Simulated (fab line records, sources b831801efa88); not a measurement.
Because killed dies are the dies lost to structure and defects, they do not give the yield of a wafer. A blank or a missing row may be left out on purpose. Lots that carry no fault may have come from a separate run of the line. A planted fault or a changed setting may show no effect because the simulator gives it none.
Chamber matching :: flow sky130 :: 4 sister chambers for SKY_VIA1_CMP_24 on cmp-02
The step polishes, stops on SiO2, t overpolish 15 s, target thk 0 nm. 8 wafers are shown with their chamber, then 12 later ones without.

## WAFERS PAIRED WITH THEIR CHAMBERS
wafer: L086.4
chamber: 0
motorCurrentA (A): 8.4
timeToEndpointS (s): 64.3

wafer: L087.5
chamber: 2
motorCurrentA (A): 10.4
timeToEndpointS (s): 67.8

wafer: L091.2
chamber: 1
motorCurrentA (A): 12.1
timeToEndpointS (s): 63.0

wafer: L091.5
chamber: 2
motorCurrentA (A): 11.5
timeToEndpointS (s): 65.8

wafer: L092.3
chamber: 1
motorCurrentA (A): 12.0
timeToEndpointS (s): 65.4

wafer: L093.1
chamber: 0
motorCurrentA (A): 8.0
timeToEndpointS (s): 63.0

wafer: L093.3
chamber: 3
motorCurrentA (A): 13.7
timeToEndpointS (s): 67.1

wafer: L093.6
chamber: 3
motorCurrentA (A): 13.5
timeToEndpointS (s): 62.7

## WAFERS MISSING THEIR CHAMBER
wafer: L094.1
motorCurrentA (A): 13.9
timeToEndpointS (s): 63.9

wafer: L094.2
motorCurrentA (A): 10.5
timeToEndpointS (s): 65.4

wafer: L094.3
motorCurrentA (A): 8.4
timeToEndpointS (s): 64.5

wafer: L095.1
motorCurrentA (A): 12.0
timeToEndpointS (s): 68.2

wafer: L095.4
motorCurrentA (A): 13.6
timeToEndpointS (s): 65.8

wafer: L095.6
motorCurrentA (A): 8.4
timeToEndpointS (s): 67.2

wafer: L096.3
motorCurrentA (A): 8.5
timeToEndpointS (s): 63.9

wafer: L096.5
motorCurrentA (A): 13.2
timeToEndpointS (s): 66.3

wafer: L096.6
motorCurrentA (A): 8.4
timeToEndpointS (s): 65.9

wafer: L097.2
motorCurrentA (A): 13.9
timeToEndpointS (s): 68.5

wafer: L097.3
motorCurrentA (A): 10.8
timeToEndpointS (s): 65.0

wafer: L097.6
motorCurrentA (A): 11.9
timeToEndpointS (s): 66.6

## THE CHAMBER EACH PASSED THROUGH
wafer: L094.1
from the rows above: 3
in truth: 3

wafer: L094.2
from the rows above: 2
in truth: 2

wafer: L094.3
from the rows above: 0
in truth: 0

wafer: L095.1
from the rows above: can't be placed: 1 or 2
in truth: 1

wafer: L095.4
from the rows above: 3
in truth: 3

wafer: L095.6
from the rows above: 0
in truth: 0

wafer: L096.3
from the rows above: 0
in truth: 0

wafer: L096.5
from the rows above: can't be placed: 3 or 1
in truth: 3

wafer: L096.6
from the rows above: 0
in truth: 0

wafer: L097.2
from the rows above: 3
in truth: 3

wafer: L097.3
from the rows above: 2
in truth: 2

wafer: L097.6
from the rows above: can't be placed: 1 or 2
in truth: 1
9 of 12 placed correctly. Can't be placed from these rows: 3 (the true chamber is among the candidates in 3). Number placed wrongly: 0.
How it was worked out, from the rows above alone: a wafer's distance from a chamber is the root of the sum, over the readings, of the square of ((its reading less the chamber's mean) divided by the reading's scatter). If the next closest chamber is less than 2 further off than the closest, the wafer can't be placed; otherwise it belongs to the closest. For every chamber, the mean is computed from those of its wafers that are shown. The scatter is the square root of a quotient: the sum, over the shown wafers, of each reading's squared deviation from its chamber's mean, divided by wafers minus chambers.
